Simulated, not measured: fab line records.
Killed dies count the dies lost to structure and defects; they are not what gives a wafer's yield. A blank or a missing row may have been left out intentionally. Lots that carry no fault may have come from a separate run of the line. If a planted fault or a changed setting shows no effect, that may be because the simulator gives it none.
The tool behind it: which one?	flow sky130	39 wafers from 13 lots sampled at 3 of the route's 708 steps

WHAT EACH GAUGE READ, for each wafer
SKY_VIA1_CD_MEAS_12: target cd 150 nm.
lot	measured	on	cd-nm (nm)
L789	day 34 06:18	cd-sem-02	151.4 151.7 152.3
L790	day 34 20:04	cd-sem-02	151.8 152.8 152.7
L791	day 34 22:11	cd-sem-01	149.3 149.1 148.2
L798	day 37 02:11	cd-sem-01	150.3 149.4 150.0
L800	day 37 14:52	cd-sem-02	148.6 147.9 146.5
L802	day 38 06:56	cd-sem-02	151.2 149.8 147.8
L803	day 38 17:05	cd-sem-02	148.4 148.3 147.2
L804	day 38 23:55	cd-sem-01	150.2 152.1 152.3
L806	day 39 11:55	cd-sem-01	152.2 151.6 151.7
L807	day 39 12:35	cd-sem-02	149.5 152.0 149.7
L810	day 41 00:36	cd-sem-02	151.1 152.0 150.1
L811	day 41 02:00	cd-sem-02	148.9 147.9 149.0
L812	day 41 02:40	cd-sem-01	153.7 151.4 151.9

WHICH TOOL RAN EACH LOT (tool, then ch and the chambers of the sampled wafers, then the start)
lot	SKY_METAL1_SPUTTER_01	SKY_VIA1_SOFTBAKE_08
L789	pvd-sputter-04, day 31 22:53	litho-track-02 ch 0, day 33 16:00
L790	pvd-sputter-02, day 32 12:53	litho-track-03 ch 0, day 34 07:00
L791	pvd-sputter-02, day 32 15:17	litho-track-03 ch 0, day 34 09:00
L798	pvd-sputter-03, day 34 20:57	litho-track-04 ch 0, day 36 13:00
L800	pvd-sputter-04, day 35 09:25	litho-track-04 ch 0, day 37 02:00
L802	pvd-sputter-03, day 36 01:38	litho-track-02 ch 0, day 37 18:00
L803	pvd-sputter-04, day 36 12:35	litho-track-02 ch 0, day 38 03:00
L804	pvd-sputter-02, day 36 18:48	litho-track-02 ch 0, day 38 10:00
L806	pvd-sputter-04, day 37 06:02	litho-track-03 ch 0, day 38 23:00
L807	pvd-sputter-02, day 37 08:46	litho-track-02 ch 0, day 39 00:00
L810	pvd-sputter-02, day 38 22:23	litho-track-03 ch 0, day 40 12:00
L811	pvd-sputter-03, day 38 23:21	litho-track-03 ch 0, day 40 13:00
L812	pvd-sputter-03, day 39 00:36	litho-track-02 ch 0, day 40 14:00
- SKY_METAL1_SPUTTER_01: material TiN, target thk 20 nm, time 16.7 s.
- SKY_VIA1_SOFTBAKE_08: time 90 s.

WHAT THE TOOLS THEMSELVES READ (means of the sampled wafers that have a number; where no wafer has one, the mark that the record gives instead)
SKY_METAL1_SPUTTER_01.
lot	tool	throttle-valve-pct (%)
L789	pvd-sputter-04	29.1
L790	pvd-sputter-02	29.7
L791	pvd-sputter-02	30.2
L798	pvd-sputter-03	30.7
L800	pvd-sputter-04	29.1
L802	pvd-sputter-03	31.3
L803	pvd-sputter-04	29.8
L804	pvd-sputter-02	30.8
L806	pvd-sputter-04	28.9
L807	pvd-sputter-02	29.9
L810	pvd-sputter-02	28.8
L811	pvd-sputter-03	30.3
L812	pvd-sputter-03	30.7

SKY_VIA1_SOFTBAKE_08.
lot	tool	heater-power-total-W (W)	run-length-s (s)
L789	litho-track-02	57.33	119.17
L790	litho-track-03	57.25	118.71
L791	litho-track-03	57.36	118.68
L798	litho-track-04	59.49	110.29
L800	litho-track-04	59.34	110.44
L802	litho-track-02	57.33	119.21
L803	litho-track-02	57.34	119.15
L804	litho-track-02	57.41	119.18
L806	litho-track-03	57.34	118.72
L807	litho-track-02	57.27	119.13
L810	litho-track-03	57.42	118.84
L811	litho-track-03	57.37	118.68
L812	litho-track-02	57.36	119.29

THE ANSWER, worked out from the rows above alone
Rule: usual is defined by the lots themselves. Put in order of their means at a reading, lots are off if they are a third of the lots or fewer, leave a main group of 4 or more, and stand apart from it by a gap of 3 or more times the standard deviation of the main group's means; of several such gaps the widest counts. Not used: any main group whose means are identical at the precision the tables above print for the reading. Also off: a lot with no number at a reading for which 4 or more lots have one. Where the step has rows for the other lots, those lots are counted as sound. First the gauges in route order, then the tools' own readings, where a lot's mean is used as printed above. At the first step where some lot is off, the reading lying furthest off is the one used; lots without a number count as furthest.
Off, at SKY_VIA1_SOFTBAKE_08 on heater-power-total-W: L798, L800. For the main group the mean is 57.34 W and the standard deviation 0.049.
A tool fits if, at that step or a process step before it, it ran every lot that is off, and no sound lot after the first of them. One candidate fits, namely litho-track-04 at SKY_VIA1_SOFTBAKE_08. It ran no sound lot before its first lot that is off in this sample, so the start can't be narrowed down.
The tool's own readings at SKY_VIA1_SOFTBAKE_08 bear it out: on the lots that are off they differ by more than 5 times the standard deviation of the sound lots' means. heater-power-total-W reads 59.42 W there against 57.34 W on the sound lots; run-length-s reads 110.37 s there against 118.98 s on the sound lots.

WHAT HAD BEEN PUT IN BY THE SIMULATOR
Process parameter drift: litho-track-04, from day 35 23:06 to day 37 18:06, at SKY_VIA1_SOFTBAKE_08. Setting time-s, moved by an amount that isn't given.
Struck lots among those shown: L798, L800. This agrees with what the rule above found.
